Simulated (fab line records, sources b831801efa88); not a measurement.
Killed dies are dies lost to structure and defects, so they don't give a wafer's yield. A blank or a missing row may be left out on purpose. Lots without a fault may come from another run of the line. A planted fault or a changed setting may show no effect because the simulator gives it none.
A struck lot beside a sound one | flow sky130 | 26 steps out of a route of 708
Sound: wafers L111.1, L111.5, L111.6. Struck: wafer L999.3. (L999.1, L999.5 of the same lot were not struck and are left out.) The cause comes at the end.
At each step with rows: each side's tool, then ch and its chambers, then its first start. Under that, the readings that differ: sound wafers | struck wafers | difference of the means | sigmas: that difference in standard deviations of wafers without a fault.
alike: readings whose means differ by less than 2 such deviations, and words and numbers that are the same on both sides. not compared: withheld readings, readings that some wafer has no value for, bounds like >300 that may hide the same value, and numbers for which the record gives no deviation and whose values overlap.
The two part at a step that has a row with sigmas, a row that says differs or no value, or rows on one side only. Numbers that don't overlap but have no deviation are shown without sigmas and don't part them. A reading that every wafer of one side lacks parts them only if that side has two wafers or more.

first, 6 steps without rows for these wafers: SKY_SD_N_IMPLANT_10; SKY_SD_N_STRIP_11 (strips in O2/N2); SKY_SD_N_CLEAN_13 (cleans in SC1/SC2, time 150 s); SKY_SD_N_RTA_14 (time 2 s); SKY_SALICIDE_CLEAN_00 (cleans in HF-last, time 30 s); SKY_LI_CONTACT_HDPCVD_00 (deposits PSG, target thk 930 nm, time 155 s).
SKY_LI_CONTACT_CMP_02: polishes PSG.
  sound on cmp-02 ch 0,1,3, day 33 22:26; struck on cmp-02 ch 1, day 30 04:32
  reading                                       | sound             | struck | difference | sigmas
  time_to_endpoint_s (s)                        | 33.1 25.3 26.5    | 17.2   | -11.1      | -5
  model.PSG_of_LI_CONTACT_HDPCVD_00.thk_nm (nm) | 595.9 593.5 593.8 | 748.1  | +153.7     |
  alike: head_pressure_psi, motor_current_A
then, 9 steps without rows for these wafers: SKY_LI_CONTACT_DEHYDRATE_04 (time 60 s); SKY_LI_CONTACT_HMDS_05 (prime time 60 s); SKY_LI_CONTACT_COAT_06 (resist thk 60 nm); SKY_LI_CONTACT_COAT_07 (resist thk 450 nm); SKY_LI_CONTACT_SOFTBAKE_08 (time 90 s); SKY_LI_CONTACT_EXPOSE_09 (exposes mask LICM1, target cd 170 nm); SKY_LI_CONTACT_PEB_10; SKY_LI_CONTACT_DEVELOP_11 (develop time 60 s); SKY_LI_CONTACT_ETCH_14 (etches BARC in N2/H2, stops on SiO2, time 45.9 s, target depth 60 nm).
SKY_LI_CONTACT_ETCH_15: etches PSG in C4F8/O2/Ar, stops on Si, target depth 600 nm.
  sound on rie_diel-03 ch 0,1,2, day 35 01:25; struck on rie_diel-03 ch 2, day 31 09:50
  reading                                | sound             | struck | difference | sigmas
  oes_product_au (a.u.)                  | 0.839 0.828 0.831 | 0.957  | +0.124     | +26
  model.etch.depth_nm (nm)               | 595.9 593.5 593.8 | 748.1  | +153.7     |
  model.LI_CONTACT.feature_depth_nm (nm) | 595.9 593.5 593.8 | 748.1  | +153.7     |
then, 6 steps without rows for these wafers: SKY_LI_CONTACT_STRIP_16 (strips in O2/N2); SKY_LI_CONTACT_CLEAN_17 (cleans in NMP, time 600 s); SKY_LI_CONTACT_PRE_CLEAN_18 (time 5.6 s); SKY_LI_CONTACT_SPUTTER_19 (material Ti, target thk 20 nm, time 106.37 s); SKY_LI_CONTACT_SPUTTER_20 (material TiN, target thk 20 nm, time 80 s); SKY_LI_CONTACT_CVD_21 (deposits W, target thk 400 nm, time 120.56 s).
SKY_LI_CONTACT_CMP_24: polishes, stops on PSG, t overpolish 20 s, target thk 0 nm.
  sound on cmp-01 ch 0,2,3, day 35 02:21; struck on cmp-02 ch 2, day 31 10:44
  reading                                       | sound             | struck | difference | sigmas
  model.PSG_of_LI_CONTACT_HDPCVD_00.thk_nm (nm) | 586.4 584.1 584.3 | 738.7  | +153.8     |
  alike: head_pressure_psi, motor_current_A
then, 1 step without rows for these wafers: SKY_LOCAL_INTERCONNECT_SPUTTER_00 (material TiN, target thk 100 nm, time 83.3 s).
-- the record jumps here: 16 days lie between the struck wafers' starts before and after (it left off in module LOCAL_INTERCONNECT and takes up again in module PAD_OPEN, whose first step shown is number 708 of the route) --
SKY_PAD_OPEN_PROBE_99:
  sound on prober-02, day 50 10:34; struck on prober-02, day 47 21:29
  reading                                 | sound             | struck | difference | sigmas
  model.etest.licon_pdiff.rc_ohm          | 598.2 567.8 597   | 674.6  | +86.9      |
  model.etest.nfet_g5v0d10v5.r_on_ohm_um  | 1912 1870 1897    | 1913   | +20        |
  model.etest.nfet_01v8.r_on_ohm_um       | 839.7 834.6 822.7 | 850    | +18        |
  model.etest.licon_ndiff.rc_ohm          | 182.4 180 191.9   | 217.7  | +32.9      |
  model.etest.licon_high_po.rc_ohm        | 360.5 343.9 364.9 | 385.3  | +28.9      |
  model.etest.sonos_uncharged.r_on_ohm_um | 830.9 820.9 811.6 | 835.6  | +14.5      |
  model.etest.cap_li_to_poly.c_af_um2     | 97.94 104.9 100.8 | 66.35  | -34.86     |
  model.etest.licon_poly.rc_ohm           | 154.4 148.4 150.6 | 177.7  | +26.6      |
  alike: killed_at_M0_to_M3, killed_at_M4_up, killed_at_contacts, killed_at_front_end, killed_at_other, killed_dies, killed_open, killed_short

WHERE THEY PART
First at SKY_LI_CONTACT_CMP_02; last, within this record, at SKY_LI_CONTACT_ETCH_15. Later steps at which nothing parts them and some readings are alike: SKY_LI_CONTACT_CMP_24, SKY_PAD_OPEN_PROBE_99.

WHY: what the simulator had put in
Process parameter drift: cmp-02, from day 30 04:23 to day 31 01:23, at SKY_LI_CONTACT_CMP_02. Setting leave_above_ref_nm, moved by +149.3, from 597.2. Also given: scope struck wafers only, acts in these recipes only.
